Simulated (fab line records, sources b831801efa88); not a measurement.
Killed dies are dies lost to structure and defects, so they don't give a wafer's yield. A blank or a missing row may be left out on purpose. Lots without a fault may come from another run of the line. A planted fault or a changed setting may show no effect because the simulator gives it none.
fab line records | flow sky130
record lots=5 wafers=15 last_day=49
route steps=708 shown VT_ADJUST_PCH@149 SONOS_TUNNEL@154 SONOS_ONO@168
lots that met no fault: from a run of the same line without faults
start_h: hours from the record's first day to the start of the lot's first wafer shown | wait_h: hours since the lot's step before | " the same as in the row above | L1.1+2: a row that stands for several wafers | - no value, or no start given | * or withheld: withheld | < > ~ a bound
route shown NAME@n: a module of which the file shows steps, and the number in the route of the first | usual: mean/standard deviation of fault-free wafers | same: alike in all rows | chamber/n: place in a boat | sites: the reading at each site | _std_site: their standard deviation | _edge_site: outer sites' mean less inner sites' | radius_mm: how far each site lies from the wafer's centre | mask NAME#n: copy n | behind: the tool/chamber that last shaped the wafer | hold: why the lot was held/for how many hours/how that ended | device: the transistor (n, p or np) that didn't switch | end of line: the same wafers' tests at the end of the route | a step without rows: its recipe alone | killed: dies lost to structure and defects at the first sort, not the wafer's yield | map: a wafer's dies, x killed, . not, _ none there
set.NAME: the setting as run; set.NAME@STEP: as run at that earlier step | model.NAME: the simulator's own value behind a step, which no gauge read
lots at some steps of the route; a table a step, a row a wafer
services: from which hour (start_h, from the record's first day; less than 0 if before it) a tool's chamber was out of use, for how many hours, and why
## steps
# step SKY_VT_ADJUST_PCH_DEVELOP_06
# recipe wall_angle_deg=90 developer=TMAH develop_time_s=60 dev_temp_c=23
# columns lot.wafer tool chamber start_h wait_h
L075.1+5+6 litho_track-04 0 - -
L080.2+3+5 litho_track-03 0 - -
L087.1+2+3 litho_track-03 0 - -
L091.2+4+6 litho_track-03 0 - -
L094.3+4+6 litho_track-01 0 - -
# step SKY_VT_ADJUST_PCH_OVL_MEAS_07
# usual VT_ADJUST_PCH_OVL=-0.3/1.4
# columns lot.wafer tool chamber start_h wait_h VT_ADJUST_PCH_OVL[nm]
L075.1 overlay-01 - 256.56 - -1.3
L075.5 " - " " -2.4
L075.6 " - " " -0.8
L080.2 overlay-01 - 278.90 - -0.6
L080.3 " - " " -2.7
L080.5 " - " " -2.6
L087.1 overlay-02 - 336.49 - -0.5
L087.2 " - " " 0.2
L087.3 " - " " 0.3
L091.2 overlay-02 - 361.40 - 1.1
L091.4 " - " " 1.6
L091.6 " - " " 0.8
L094.3 overlay-01 - 376.03 - 0.6
L094.4 " - " " 0.3
L094.6 " - " " 1.7
# step SKY_VT_ADJUST_PCH_IMPLANT_08
# recipe species=B energy_kev=10 dose_cm2=5e+11 tilt_deg=withheld
# usual beam_energy_keV=10.000/0.0031
# columns lot.wafer tool chamber start_h wait_h beam_energy_keV
L075.1 implanter-01 0 256.60 0.0 9.998
L075.5 " 0 " " 9.998
L075.6 " 0 " " 10.001
L080.2 implanter-03 0 278.95 0.0 10.002
L080.3 " 0 " " 9.993
L080.5 " 0 " " 9.996
L087.1 implanter-03 0 336.53 0.0 10.003
L087.2 " 0 " " 10.000
L087.3 " 0 " " 10.001
L091.2 implanter-01 0 361.45 0.0 9.997
L091.4 " 0 " " 9.996
L091.6 " 0 " " 9.997
L094.3 implanter-04 0 376.11 0.1 9.996
L094.4 " 0 " " 10.002
L094.6 " 0 " " 10.003
# step SKY_VT_ADJUST_PCH_STRIP_09
# recipe chemistry=O2/N2 power_w=1400 pressure_mtorr=1500 platen_temp_c=withheld o2_flow_sccm=3000 n2_flow_sccm=300 overash_fraction=0.5
# usual drypump_motor_current_A=5.7/0.59 oes_product_au=0.722/0.0047 strip_time_to_endpoint_s=36.88/0.11
# same overash_fraction=0.5
# columns lot.wafer tool chamber start_h wait_h drypump_motor_current_A oes_product_au rf_hours_counter_h strip_time_to_endpoint_s
L075.1 plasma_asher-02 1 256.75 0.1 5.7 0.727 14 36.98
L075.5 " 1 " " 5.7 0.722 - 36.87
L075.6 " 0 " " 6.7 0.732 - 36.88
L080.2 plasma_asher-04 1 279.08 0.1 5.9 0.724 44 36.86
L080.3 " 1 " " 5.9 0.715 - 36.94
L080.5 " 0 " " 5.0 0.722 - 36.87
L087.1 plasma_asher-04 0 336.68 0.1 5.0 0.726 50 36.81
L087.2 " 1 " " 5.9 0.718 50 36.85
L087.3 " 1 " " 5.9 0.728 - 36.71
L091.2 plasma_asher-02 1 361.58 0.1 5.7 0.721 25 36.77
L091.4 " 1 " " 5.7 0.711 - 36.80
L091.6 " 0 " " 6.7 0.724 - 36.75
L094.3 plasma_asher-04 1 376.24 0.1 5.9 0.721 - 36.86
L094.4 " 0 " " 5.0 0.718 - 36.92
L094.6 " 0 " " 5.0 0.727 - 36.86
# step SKY_VT_ADJUST_PCH_TW_MEAS_10
# usual VT_ADJUST_PCH_TW=142.0/1.2
# columns lot.wafer tool chamber start_h wait_h VT_ADJUST_PCH_TW
L075.1 film_metro-02 - 256.85 0.1 141.7
L075.5 " - " " 141.6
L075.6 " - " " 141.8
L080.2 film_metro-02 - 279.19 0.1 140.2
L080.3 " - " " 141.8
L080.5 " - " " 140.9
L087.1 film_metro-02 - 336.78 0.1 141.4
L087.2 " - " " 140.7
L087.3 " - " " 140.9
L091.2 film_metro-01 - 361.69 0.1 142.9
L091.4 " - " " 143.3
L091.6 " - " " 142.9
L094.3 film_metro-01 - 376.33 0.1 141.9
L094.4 " - " " 143.4
L094.6 " - " " 142.9
# step SKY_SONOS_TUNNEL_DEHYDRATE_00
# recipe temp_c=200 time_s=60
# columns lot.wafer tool chamber start_h wait_h
L075.1+5+6 litho_track-02 0 268.21 11.3
L080.2+3+5 litho_track-02 0 291.83 12.6
L087.1+2+3 litho_track-03 0 349.49 12.7
L091.2+4+6 litho_track-04 0 375.49 13.8
L094.3+4+6 litho_track-03 0 389.64 13.3
# step SKY_SONOS_TUNNEL_HMDS_01
# recipe prime_time_s=60 prime_temp_c=120
# columns lot.wafer tool chamber start_h wait_h
L075.1+5+6 litho_track-02 0 268.36 0.1
L080.2+3+5 litho_track-02 0 291.98 0.1
L087.1+2+3 litho_track-03 0 349.64 0.1
L091.2+4+6 litho_track-04 0 375.64 0.1
L094.3+4+6 litho_track-03 0 389.79 0.1
# step SKY_SONOS_TUNNEL_COAT_02
# recipe resist=NOVOLAK spin_rpm=3000 resist_thk_nm=1140
# usual dispense_pressure_kPa=46.0/0.4
# columns lot.wafer tool chamber start_h wait_h dispense_pressure_kPa
L075.1 litho_track-02 0 268.51 0.1 45.9
L075.5 " 0 " " 46.0
L075.6 " 0 " " 45.9
L080.2 litho_track-02 0 292.13 0.1 45.9
L080.3 " 0 " " 46.0
L080.5 " 0 " " 45.9
L087.1 litho_track-03 0 349.79 0.1 45.6
L087.2 " 0 " " 45.6
L087.3 " 0 " " 45.6
L091.2 litho_track-04 0 375.79 0.1 46.7
L091.4 " 0 " " 46.7
L091.6 " 0 " " 46.7
L094.3 litho_track-03 0 389.94 0.1 45.6
L094.4 " 0 " " 45.6
L094.6 " 0 " " 45.6
# step SKY_SONOS_TUNNEL_SOFTBAKE_03
# recipe temp_c=90 time_s=60 resist=NOVOLAK
# columns lot.wafer tool chamber start_h wait_h
L075.1+5+6 litho_track-02 0 268.66 0.1
L080.2+3+5 litho_track-02 0 292.28 0.1
L087.1+2+3 litho_track-03 0 349.94 0.1
L091.2+4+6 litho_track-04 0 375.94 0.1
L094.3+4+6 litho_track-03 0 390.09 0.1
# step SKY_SONOS_TUNNEL_EXPOSE_04
# recipe mask_id=TUNM na=0.6 source_shape=conventional sigma_outer=0.6 polarization=unpolarized target_cd_nm=410 dose_mj=136
# usual stage_vel_mm_s=500.03/0.25
# same sigma_outer=0.6
# columns lot.wafer tool chamber start_h wait_h mask stage_vel_mm_s
L075.1 iline_stepper-01 0 - - TUNM#0 499.91
L075.5 " 0 " " TUNM#0 500.18
L075.6 " 0 " " TUNM#0 499.95
L080.2 iline_stepper-01 0 - - TUNM#0 500.24
L080.3 " 0 " " TUNM#0 500.72
L080.5 " 0 " " TUNM#0 500.24
L087.1 iline_stepper-01 0 - - TUNM#0 500.50
L087.2 " 0 " " TUNM#0 500.16
L087.3 " 0 " " TUNM#0 500.31
L091.2 iline_stepper-02 0 - - TUNM#0 500.05
L091.4 " 0 " " TUNM#0 500.14
L091.6 " 0 " " TUNM#0 500.06
L094.3 iline_stepper-01 0 - - TUNM#0 500.13
L094.4 " 0 " " TUNM#0 499.91
L094.6 " 0 " " TUNM#0 500.02
# step SKY_SONOS_TUNNEL_PEB_05
# recipe temp_c=withheld time_s=* resist=NOVOLAK
# columns lot.wafer tool chamber start_h wait_h
L075.1+5+6 litho_track-03 0 - -
L080.2+3+5 litho_track-02 0 - -
L087.1+2+3 litho_track-02 0 - -
L091.2+4+6 litho_track-04 0 - -
L094.3+4+6 litho_track-02 0 - -
# step SKY_SONOS_TUNNEL_DEVELOP_06
# recipe resist=NOVOLAK developer=TMAH develop_time_s=60 dev_temp_c=23
# columns lot.wafer tool chamber start_h wait_h
L075.1+5+6 litho_track-03 0 280.79 0.1
L080.2+3+5 litho_track-02 0 304.28 0.1
L087.1+2+3 litho_track-02 0 363.31 0.1
L091.2+4+6 litho_track-04 0 389.69 0.1
L094.3+4+6 litho_track-02 0 404.71 0.1
# step SKY_SONOS_TUNNEL_CD_MEAS_07
# recipe target_cd_nm=410
# usual cd_nm=409.7/2.2
# columns lot.wafer tool chamber start_h wait_h cd_nm
L075.1 cd_sem-01 - 280.94 0.1 408.4
L075.5 " - " " 408.6
L075.6 " - " " 410.8
L080.2 cd_sem-02 - 304.43 0.1 407.8
L080.3 " - " " 411.5
L080.5 " - " " 412.4
L087.1 cd_sem-02 - 363.46 0.1 409.8
L087.2 " - " " 410.4
L087.3 " - " " 411.3
L091.2 cd_sem-02 - 389.83 0.1 412.6
L091.4 " - " " 410.5
L091.6 " - " " 411.1
L094.3 cd_sem-02 - 404.85 0.1 410.9
L094.4 " - " " 408.4
L094.6 " - " " 407.4
# step SKY_SONOS_TUNNEL_OVL_MEAS_08
# usual SONOS_TUNNEL_OVL=0.9/1.3
# columns lot.wafer tool chamber start_h wait_h SONOS_TUNNEL_OVL[nm]
L075.1 overlay-02 - 281.06 0.1 -0.4
L075.5 " - " " -0.3
L075.6 " - " " 0.4
L080.2 overlay-02 - 304.53 0.1 -0.9
L080.3 " - " " -1.6
L080.5 " - " " -0.7
L087.1 overlay-02 - 363.58 0.1 -0.2
L087.2 " - " " 1.0
L087.3 " - " " 0.1
L091.2 overlay-01 - 389.94 0.1 2.2
L091.4 " - " " 2.2
L091.6 " - " " 4.0
L094.3 overlay-01 - 404.94 0.1 -1.2
L094.4 " - " " -0.9
L094.6 " - " " -1.1
# step SKY_SONOS_TUNNEL_IMPLANT_09
# recipe species=B energy_kev=20 dose_cm2=1e+12 tilt_deg=withheld
# usual beam_energy_keV=20.000/0.0066
# columns lot.wafer tool chamber start_h wait_h beam_energy_keV
L075.1 implanter-02 0 281.10 0.0 19.995
L075.5 " 0 " " 20.002
L075.6 " 0 " " 19.993
L080.2 implanter-02 0 304.59 0.0 20.011
L080.3 " 0 " " 20.003
L080.5 " 0 " " 20.002
L087.1 implanter-01 0 363.61 0.0 19.990
L087.2 " 0 " " 19.996
L087.3 " 0 " " 19.986
L091.2 implanter-02 0 389.99 0.0 20.001
L091.4 " 0 " " 20.001
L091.6 " 0 " " 19.998
L094.3 implanter-03 0 405.01 0.1 19.998
L094.4 " 0 " " 20.002
L094.6 " 0 " " 20.007
# step SKY_SONOS_TUNNEL_WET_ETCH_10
# recipe chemistry=dHF target_depth_nm=14 target=SiO2 dilution=100:1 temp_c=25 time_s=280
# columns lot.wafer tool chamber start_h wait_h
L075.1+5+6 wet_bench-03 0 281.25 0.1
L080.2+3+5 wet_bench-02 3 304.71 0.1
L087.1+2+3 wet_bench-01 2 363.76 0.1
L091.2+4+6 wet_bench-03 3 390.12 0.1
L094.3+4+6 wet_bench-01 2 405.11 0.1
# step SKY_SONOS_TUNNEL_STRIP_11
# recipe chemistry=SPM time_s=600 temp_c=130
# columns lot.wafer tool chamber start_h wait_h
L075.1+5+6 wet_bench-03 0 281.34 0.0
L080.2+3+5 wet_bench-03 1 304.80 0.0
L087.1+2+3 wet_bench-01 3 363.85 0.0
L091.2+4+6 wet_bench-02 1 390.29 0.0
L094.3+4+6 wet_bench-03 3 405.21 0.0
# step SKY_SONOS_TUNNEL_TW_MEAS_12
# usual SONOS_TUNNEL_TW=194.9/2.7
# columns lot.wafer tool chamber start_h wait_h SONOS_TUNNEL_TW
L075.1 film_metro-01 - 281.53 0.0 199.2
L075.5 " - " " 198.5
L075.6 " - " " 197.8
L080.2 film_metro-02 - 304.98 0.0 195.3
L080.3 " - " " 195.3
L080.5 " - " " 195.4
L087.1 film_metro-02 - 364.02 0.0 194.3
L087.2 " - " " 194.8
L087.3 " - " " 194.9
L091.2 film_metro-04 - 390.48 0.0 193.9
L091.4 " - " " 193.5
L091.6 " - " " 194.6
L094.3 film_metro-01 - 405.58 0.0 197.4
L094.4 " - " " 198.3
L094.6 " - " " 197.9
# step SKY_SONOS_TUNNEL_CLEAN_13
# recipe chemistry=dHF time_s=20 dilution=100:1 dry=ipa_marangoni
# columns lot.wafer tool chamber start_h wait_h
L075.1+5+6 wet_bench-03 3 281.59 0.1
L080.2+3+5 wet_bench-01 3 305.03 0.0
L087.1+2+3 wet_bench-03 1 364.08 0.1
L091.2+4+6 wet_bench-03 0 390.53 0.0
L094.3+4+6 wet_bench-03 1 405.62 0.0
# step SKY_SONOS_ONO_OXIDATION_00
# recipe temp_c=800 ambient=O2 idle_temp_c=700 ramp_up_c_per_min=10 ramp_down_c_per_min=3 stabilise_s=600 purge_s=300 target_thk_a=26 ox_time_s=1249
# usual ramp_up_c_per_min=10.000/0.0017 spike_tc_centre_C=800.3/1.1
# columns lot.wafer tool chamber start_h wait_h ramp_up_c_per_min spike_tc_centre_C
L075.1 furnace-01 0 281.73 0.1 10.002 801.9
L075.5 " 0 " " 10.002 800.7
L075.6 " 0 " " 10.005 800.0
L080.2 furnace-01 0 307.10 2.0 10.004 799.3
L080.3 " 0 " " 10.001 802.2
L080.5 " 0 " " 9.9971 801.1
L087.1 furnace-02 0 364.11 0.0 9.9986 799.4
L087.2 " 0 " " 10.002 800.7
L087.3 " 0 " " 10.001 797.8
L091.2 furnace-02 0 391.05 0.5 9.9981 800.2
L091.4 " 0 " " 10.005 800.0
L091.6 " 0 " " 9.9971 800.3
L094.3 furnace-01 0 409.11 3.5 9.9988 800.4
L094.4 " 0 " " 10.000 799.2
L094.6 " 0 " " 10.000 800.1
# step SKY_SONOS_ONO_THK_MEAS_01
# recipe reads=SiO2_of_SONOS_ONO_OXIDATION_00
# usual SONOS_ONO_OXIDATION_THK=2.59/0.057
# columns lot.wafer tool chamber start_h wait_h SONOS_ONO_OXIDATION_THK[nm]
L075.1 film_metro-04 - 283.07 0.0 2.58
L075.5 " - " " 2.68
L075.6 " - " " 2.59
L080.2 film_metro-04 - 308.46 0.0 2.61
L080.3 " - " " 2.61
L080.5 " - " " 2.58
L087.1 film_metro-03 - 365.46 0.0 2.54
L087.2 " - " " 2.60
L087.3 " - " " 2.62
L091.2 film_metro-04 - 392.41 0.0 2.56
L091.4 " - " " 2.53
L091.6 " - " " 2.62
L094.3 film_metro-03 - 410.48 0.0 2.65
L094.4 " - " " 2.59
L094.6 " - " " 2.59
# step SKY_SONOS_ONO_CVD_02
# recipe material=Si3N4 precursor=DCS/NH3 target_thk_nm=10.5 temp_c=770 time_s=180 pressure_mtorr=250
# usual spike_tc_centre_C=769.7/1.5
# columns lot.wafer tool chamber start_h wait_h spike_tc_centre_C
L075.1 lpcvd-02 1 288.31 5.2 766.9
L075.5 " 1 " " 768.6
L075.6 " 1 " " 769.4
L080.2 lpcvd-02 0 308.77 0.3 769.8
L080.3 " 0 " " 772.1
L080.5 " 0 " " 771.0
L087.1 lpcvd-02 0 366.95 1.5 772.9
L087.2 " 0 " " 770.1
L087.3 " 0 " " 771.7
L091.2 lpcvd-02 1 394.01 1.6 768.8
L091.4 " 1 " " 769.2
L091.6 " 1 " " 769.1
L094.3 lpcvd-02 0 410.67 0.2 770.1
L094.4 " 0 " " 770.5
L094.6 " 0 " " 769.1
# step SKY_SONOS_ONO_THK_MEAS_03
# recipe reads=Si3N4_of_SONOS_ONO_CVD_02
# usual SONOS_ONO_CVD_02_THK=10.61/0.14
# columns lot.wafer tool chamber start_h wait_h SONOS_ONO_CVD_02_THK[nm]
L075.1 film_metro-04 - 289.89 0.0 10.73
L075.5 " - " " 10.74
L075.6 " - " " 10.65
L080.2 film_metro-02 - 310.41 0.1 10.65
L080.3 " - " " 10.65
L080.5 " - " " 10.61
L087.1 film_metro-02 - 368.00 0.0 10.69
L087.2 " - " " 10.72
L087.3 " - " " 10.66
L091.2 film_metro-03 - 395.07 0.0 10.45
L091.4 " - " " 10.63
L091.6 " - " " 10.69
L094.3 film_metro-03 - 411.74 0.0 10.68
L094.4 " - " " 10.78
L094.6 " - " " 10.73
# step SKY_SONOS_ONO_CVD_04
# recipe material=SiO2 precursor=SiH4/N2O target_thk_nm=5.7199 temp_c=900 pressure_mtorr=400
# usual spike_tc_centre_C=900.8/1
# columns lot.wafer tool chamber start_h wait_h spike_tc_centre_C
L075.1 lpcvd-03 1 289.95 0.1 900.6
L075.5 " 1 " " 900.4
L075.6 " 1 " " 900.2
L080.2 lpcvd-03 1 311.65 1.2 900.3
L080.3 " 1 " " 899.4
L080.5 " 1 " " 902.4
L087.1 lpcvd-03 0 368.06 0.1 900.4
L087.2 " 0 " " 900.3
L087.3 " 0 " " 901.1
L091.2 lpcvd-03 0 395.12 0.0 899.1
L091.4 " 0 " " 900.1
L091.6 " 0 " " 900.1
L094.3 lpcvd-03 0 411.78 0.0 901.0
L094.4 " 0 " " 901.3
L094.6 " 0 " " 901.4
# step SKY_SONOS_ONO_THK_MEAS_05
# recipe reads=SiO2_of_SONOS_ONO_CVD_04
# usual SONOS_ONO_CVD_04_THK=5.70/0.082
# columns lot.wafer tool chamber start_h wait_h SONOS_ONO_CVD_04_THK[nm]
L075.1 film_metro-03 - 291.20 0.0 5.63
L075.5 " - " " 5.62
L075.6 " - " " 5.74
L080.2 film_metro-03 - 312.91 0.0 5.82
L080.3 " - " " 5.76
L080.5 " - " " 5.77
L087.1 film_metro-03 - 369.31 0.0 5.75
L087.2 " - " " 5.66
L087.3 " - " " 5.80
L091.2 film_metro-04 - 396.38 0.0 5.76
L091.4 " - " " 5.66
L091.6 " - " " 5.69
L094.3 film_metro-04 - 413.05 0.0 5.63
L094.4 " - " " 5.55
L094.6 " - " " 5.75
# step SKY_SONOS_ONO_DEHYDRATE_06
# recipe temp_c=200 time_s=60
# columns lot.wafer tool chamber start_h wait_h
L075.1+5+6 litho_track-01 0 302.97 11.8
L080.2+3+5 litho_track-02 0 325.18 12.3
L087.1+2+3 litho_track-04 0 382.61 13.3
L091.2+4+6 litho_track-02 0 410.43 14.0
L094.3+4+6 litho_track-01 0 426.92 13.9
# step SKY_SONOS_ONO_HMDS_07
# recipe prime_time_s=60 prime_temp_c=120
# columns lot.wafer tool chamber start_h wait_h
L075.1+5+6 litho_track-01 0 303.12 0.1
L080.2+3+5 litho_track-02 0 325.33 0.1
L087.1+2+3 litho_track-04 0 382.76 0.1
L091.2+4+6 litho_track-02 0 410.58 0.1
L094.3+4+6 litho_track-01 0 427.07 0.1
# step SKY_SONOS_ONO_COAT_08
# recipe resist=NOVOLAK spin_rpm=3000 resist_thk_nm=1140
# usual dispense_pressure_kPa=48.5/2.3
# columns lot.wafer tool chamber start_h wait_h dispense_pressure_kPa
L075.1 litho_track-01 0 303.27 0.1 51.0
L075.5 " 0 " " 51.0
L075.6 " 0 " " 51.1
L080.2 litho_track-02 0 325.48 0.1 46.0
L080.3 " 0 " " 45.9
L080.5 " 0 " " 46.0
L087.1 litho_track-04 0 382.91 0.1 46.6
L087.2 " 0 " " 46.7
L087.3 " 0 " " 46.6
L091.2 litho_track-02 0 410.73 0.1 45.9
L091.4 " 0 " " 46.0
L091.6 " 0 " " 45.9
L094.3 litho_track-01 0 427.22 0.1 51.0
L094.4 " 0 " " 51.0
L094.6 " 0 " " 51.0
## services
# columns tool chamber start_h hours kind
iline_stepper-01 - 244.11 6.0 repair
plasma_asher-04 - 254.95 1.3 repair
iline_stepper-01 - 258.61 1.7 pm
furnace-02 - 283.82 3.0 pm
iline_stepper-02 - 293.08 2.3 repair
plasma_asher-02 - 296.56 4.3 pm
furnace-01 - 299.98 3.2 pm
furnace-01 - 308.44 2.4 pm
iline_stepper-01 - 326.00 1.3 repair
implanter-01 - 327.04 2.0 repair
plasma_asher-02 - 333.61 3.1 repair
implanter-03 - 334.25 1.9 repair
implanter-02 - 337.65 1.8 repair
implanter-02 - 338.82 15.7 repair
wet_bench-03 - 345.27 1.9 pm
iline_stepper-01 - 369.02 4.3 pm
implanter-01 - 373.20 5.5 pm
iline_stepper-02 - 377.86 1.7 pm
plasma_asher-04 - 381.16 2.2 repair
iline_stepper-02 - 403.74 13.1 repair
wet_bench-02 - 404.54 2.4 repair
iline_stepper-02 - 416.84 8.9 pm
iline_stepper-02 - 425.63 3.5 repair
## key
fault none
